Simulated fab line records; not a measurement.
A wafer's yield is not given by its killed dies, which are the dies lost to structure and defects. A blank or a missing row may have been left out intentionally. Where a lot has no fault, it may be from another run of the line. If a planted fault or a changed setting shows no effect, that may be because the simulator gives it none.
Code-filled problem report in 8D (eight disciplines) form -- flow sky130 -- the parts of the form that need people (team, actions taken, sign-off) are left out

1. THE PROBLEM
Across 9 wafers from 3 lots, POLY_GATE_OXIDATION_THK at SKY_POLY_GATE_THK_MEAS_21 averages 4.95 nm, while fault-free wafers read 4.01 nm with a standard deviation of 0.072. Relative to the usual mean, that is a shift of +13 standard deviations.
Earliest sighting: wafer L153.1 on film_metro-01 at day 21 00:05. The record has a number at this step for 33 wafers belonging to 11 lots. Rule for "out" (also "out of limits"): further than 4 standard deviations from the usual mean. Any other wafer with a number is counted as sound.

2. WHAT IT IS AND WHAT IT IS NOT
question,is,is not
which readings at this step,POLY_GATE_OXIDATION_THK,-
which lots,"L153, L154, L155","L144, L146, L147, L148, L152, L160, L161, L164"
which wafers of those lots,all that have a number,-
read on which gauges,"film_metro-01, film_metro-02",film_metro-04
when,from day 21 00:05,"up to then (15 sound wafers); but 9 sound wafers of L160, L161, L164 came after"

3. WHAT RULES OUT EACH SUSPECT
Counting: a tool stays on the suspect list if, at a process step up to the reading, it processed all lots that are out and no sound lot following the first of them.
- the gauge at SKY_POLY_GATE_THK_MEAS_21 is ruled out. Those wafers that are out were read across 2 gauges (film_metro-01, film_metro-02).
- furnace-02 at SKY_POLY_GATE_OXIDATION_20 (stabilise 600 s, purge 300 s, target thk 4 nm): kept. Every lot that is out went through it, starting with L153 (day 20 22:50), and after that it ran no sound lot; the last sound lot it ran before then is L148 (day 18 23:44). Its own readings are out on those wafers: spike_tc_bottom_C, spike_tc_centre_C, spike_tc_lower_C, spike_tc_top_C, spike_tc_upper_C, tube_center_temp_C, tube_center_temp_C_max.
The count leaves furnace-02 at SKY_POLY_GATE_OXIDATION_20.

4. THE CAUSE (what the simulator had put in)
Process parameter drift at SKY_POLY_GATE_OXIDATION_20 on furnace-02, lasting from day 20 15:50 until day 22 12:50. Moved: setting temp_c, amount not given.
This tool alone remained once counting was done.

5. THE EFFECT CHAIN, in route order
One row per reading whose mean, taken over the struck wafers that have a number, lies over 3 standard deviations from the usual. Only readings whose record carries a usual standard deviation are examined. hours: median over the lots of the time between each lot's start at the first step of this table that gives one and its start at this step. sigmas: the change, counted in usual standard deviations.
hours,step,reading,usual,on struck wafers,change,sigmas
0,SKY_POLY_GATE_OXIDATION_20,spike_tc_bottom_C,870.8 C,888.9,+18.1,+8.2
0,SKY_POLY_GATE_OXIDATION_20,spike_tc_centre_C,851.2 C,867.6,+16.4,+16
0,SKY_POLY_GATE_OXIDATION_20,spike_tc_lower_C,849.7 C,865.9,+16.2,+17
0,SKY_POLY_GATE_OXIDATION_20,spike_tc_top_C,860.0 C,876.7,+16.7,+14
0,SKY_POLY_GATE_OXIDATION_20,spike_tc_upper_C,849.2 C,864.4,+15.2,+9.5
0,SKY_POLY_GATE_OXIDATION_20,tube_center_temp_C,850.01 C,866.26,+16.25,+99 or more
0,SKY_POLY_GATE_OXIDATION_20,tube_center_temp_C_max,852.2,868.5,+16.3,+44
1,SKY_POLY_GATE_THK_MEAS_21,POLY_GATE_OXIDATION_THK,4.01 nm,4.95,+0.94,+13
The process steps in it:
- SKY_POLY_GATE_OXIDATION_20: stabilise 600 s, purge 300 s, target thk 4 nm.
At these later measuring or inspecting steps, every struck wafer for which the step has a row has a number for every such reading, and none has moved that far: SKY_LOCAL_INTERCONNECT_RS_MEAS_01.

6. HOW IT WOULD HAVE BEEN CAUGHT EARLIER
8 hours passed between the start of the fault at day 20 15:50 and the first reading out of limits at a measuring or inspecting step in this record, taken at day 21 00:05.
Tool's own readings at SKY_POLY_GATE_OXIDATION_20, spike_tc_bottom_C, spike_tc_centre_C, spike_tc_lower_C, spike_tc_top_C, spike_tc_upper_C, tube_center_temp_C, tube_center_temp_C_max: out on all struck wafers the step has rows for; an alarm limit on them would have tripped on the first.
L154, L155, from the lots that are out (3), started SKY_POLY_GATE_OXIDATION_20 on furnace-02 later than day 21 00:05. A hold on the tool at that time would have spared those 2.
